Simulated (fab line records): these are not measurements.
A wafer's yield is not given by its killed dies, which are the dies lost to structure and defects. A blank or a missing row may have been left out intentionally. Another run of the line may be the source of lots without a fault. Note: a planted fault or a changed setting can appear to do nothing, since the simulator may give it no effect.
What tool caused it? :: flow sky130 :: Sampling: 12 lots, 36 wafers, 2 of 708 route steps

== WHAT THE GAUGES READ, wafer by wafer ==
SKY_METAL2_OVL_MEAS_16.
lot: L075
measured: day 35 22:20
on: overlay-01
METAL2_OVL (nm): 3 5 5

lot: L077
measured: day 36 22:37
on: overlay-02
METAL2_OVL (nm): -2 -2 0

lot: L078
measured: day 37 06:50
on: overlay-01
METAL2_OVL (nm): -2 -7 -4

lot: L081
measured: day 38 01:08
on: overlay-01
METAL2_OVL (nm): 4 2 1

lot: L083
measured: day 38 21:13
on: overlay-02
METAL2_OVL (nm): -4 3 -4

lot: L085
measured: day 39 08:00
on: overlay-01
METAL2_OVL (nm): -9 2 -10

lot: L087
measured: day 39 16:51
on: overlay-02
METAL2_OVL (nm): 4 -1 -5

lot: L089
measured: day 40 12:56
on: overlay-01
METAL2_OVL (nm): -2 -7 2

lot: L091
measured: day 40 19:25
on: overlay-01
METAL2_OVL (nm): -12 -9 -5

lot: L094
measured: day 41 10:55
on: overlay-02
METAL2_OVL (nm): -7 -8 -11

lot: L095
measured: day 42 00:28
on: overlay-02
METAL2_OVL (nm): -9 -7 -3

lot: L097
measured: day 42 05:31
on: overlay-01
METAL2_OVL (nm): -5 -7 -5

== TOOL THAT RAN EACH LOT (tool first, then ch and the chambers of the sampled wafers, then the start) ==
lot: L075
SKY_CONTACT_STRIP_19: plasma_asher-04 ch 0,1, day 32 06:53

lot: L077
SKY_CONTACT_STRIP_19: plasma_asher-04 ch 0, day 33 09:58

lot: L078
SKY_CONTACT_STRIP_19: plasma_asher-04 ch 0,1, day 33 18:35

lot: L081
SKY_CONTACT_STRIP_19: plasma_asher-01 ch 0,1, day 34 12:01

lot: L083
SKY_CONTACT_STRIP_19: plasma_asher-04 ch 0,1, day 35 09:41

lot: L085
SKY_CONTACT_STRIP_19: plasma_asher-01 ch 0,1, day 35 22:08

lot: L087
SKY_CONTACT_STRIP_19: plasma_asher-01 ch 0,1, day 36 06:41

lot: L089
SKY_CONTACT_STRIP_19: plasma_asher-01 ch 0,1, day 37 04:59

lot: L091
SKY_CONTACT_STRIP_19: plasma_asher-04 ch 0,1, day 37 11:10

lot: L094
SKY_CONTACT_STRIP_19: plasma_asher-01 ch 0,1, day 38 03:07

lot: L095
SKY_CONTACT_STRIP_19: plasma_asher-04 ch 0, day 38 16:56

lot: L097
SKY_CONTACT_STRIP_19: plasma_asher-01 ch 0,1, day 38 22:40
- SKY_CONTACT_STRIP_19: strips in O2/N2.

== THE ANSWER, worked out from the rows above alone ==
Rule: the usual values come from the lots themselves. Put in order of their means at a reading, lots are off if they are a third of the lots or fewer, leave a main group of 4 or more, and stand apart from it by a gap of 3 or more times the standard deviation of the main group's means; of several such gaps the widest counts. Not used: any main group whose means are identical at the precision the tables above print for the reading. Also off: a lot with no number at a reading for which 4 or more lots have one. The other lots that the step has rows for count as sound.
No lot is off at any reading shown: from this, nothing can be told.

== WHAT THE SIMULATOR HAD PUT IN ==
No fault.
